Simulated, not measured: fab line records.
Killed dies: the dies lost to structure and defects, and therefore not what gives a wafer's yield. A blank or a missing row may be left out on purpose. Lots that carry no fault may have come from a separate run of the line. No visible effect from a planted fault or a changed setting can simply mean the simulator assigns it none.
What tool caused it? | flow gf180mcu | 36 wafers from 12 lots sampled at 3 of the route's 602 steps

== WHAT THE GAUGES READ, wafer by wafer ==
GF_V4_RS_MEAS_24: uses a four-point probe to measure.
lot  | measured     | on            | V4_W_RS (ohm/sq)
L075 | day 24 19:56 | film_metro-03 | 0.322 0.324 0.328
L077 | day 25 19:06 | film_metro-02 | 0.323 0.326 0.324
L079 | day 26 05:49 | film_metro-03 | 0.322 0.324 0.319
L081 | day 26 23:35 | film_metro-02 | 0.324 0.329 0.324
L083 | day 27 17:48 | film_metro-03 | 0.326 0.326 0.327
L085 | day 28 09:38 | film_metro-02 | 0.322 0.322 0.327
L087 | day 28 22:19 | film_metro-04 | 0.325 0.326 0.326
L089 | day 29 09:47 | film_metro-03 | 0.326 0.329 0.329
L091 | day 29 22:17 | film_metro-04 | 0.325 0.323 0.321
L093 | day 30 13:34 | film_metro-02 | 0.325 0.324 0.327
L095 | day 31 05:25 | film_metro-02 | 0.323 0.327 0.323
L097 | day 31 10:58 | film_metro-03 | 0.329 0.327 0.335

== WHICH TOOL RAN EACH LOT (tool, then ch and the chambers of the sampled wafers, then the start) ==
lot  | GF_V4_STRIP_18                       | GF_V4_SPUTTER_22
L075 | plasma_asher-03 ch 0,1, day 24 19:11 | pvd_sputter-01, day 24 19:47
L077 | plasma_asher-01 ch 0,1, day 25 18:13 | pvd_sputter-04, day 25 18:49
L079 | plasma_asher-03 ch 0,1, day 26 05:04 | pvd_sputter-01, day 26 05:40
L081 | plasma_asher-03 ch 0,1, day 26 22:49 | pvd_sputter-04, day 26 23:26
L083 | plasma_asher-03 ch 0,1, day 27 17:03 | pvd_sputter-04, day 27 17:37
L085 | plasma_asher-03 ch 0,1, day 28 08:52 | pvd_sputter-04, day 28 09:28
L087 | plasma_asher-04 ch 0,1, day 28 21:13 | pvd_sputter-03, day 28 22:10
L089 | plasma_asher-03 ch 0,1, day 29 08:56 | pvd_sputter-01, day 29 09:32
L091 | plasma_asher-01 ch 0, day 29 21:32   | pvd_sputter-03, day 29 22:07
L093 | plasma_asher-01 ch 0,1, day 30 12:49 | pvd_sputter-03, day 30 13:25
L095 | plasma_asher-04 ch 0,1, day 31 04:40 | pvd_sputter-01, day 31 05:16
L097 | plasma_asher-03 ch 0, day 31 10:10   | pvd_sputter-04, day 31 10:48
- GF_V4_STRIP_18: strips in O2/N2.
- GF_V4_SPUTTER_22: material TiN, target thk 10 nm, time 40 s.

== THE ANSWER, worked out from the rows above alone ==
Rule: the lots themselves supply what counts as usual. The widest of any qualifying gaps counts: lots, ordered by their means at a reading, are off when they make up no more than a third of the lots, leave a main group of 4 or more, and stand apart from it by 3 or more times the standard deviation of that group's means. If all means in a main group match to the digits the tables above print for the reading, that group is not used. A lot without any number at a reading at which 4 lots or more have one is off too. All remaining lots with rows at the step are treated as sound.
No lot is off at any reading shown: from this, nothing can be told.

== WHAT WAS PUT IN BY THE SIMULATOR ==
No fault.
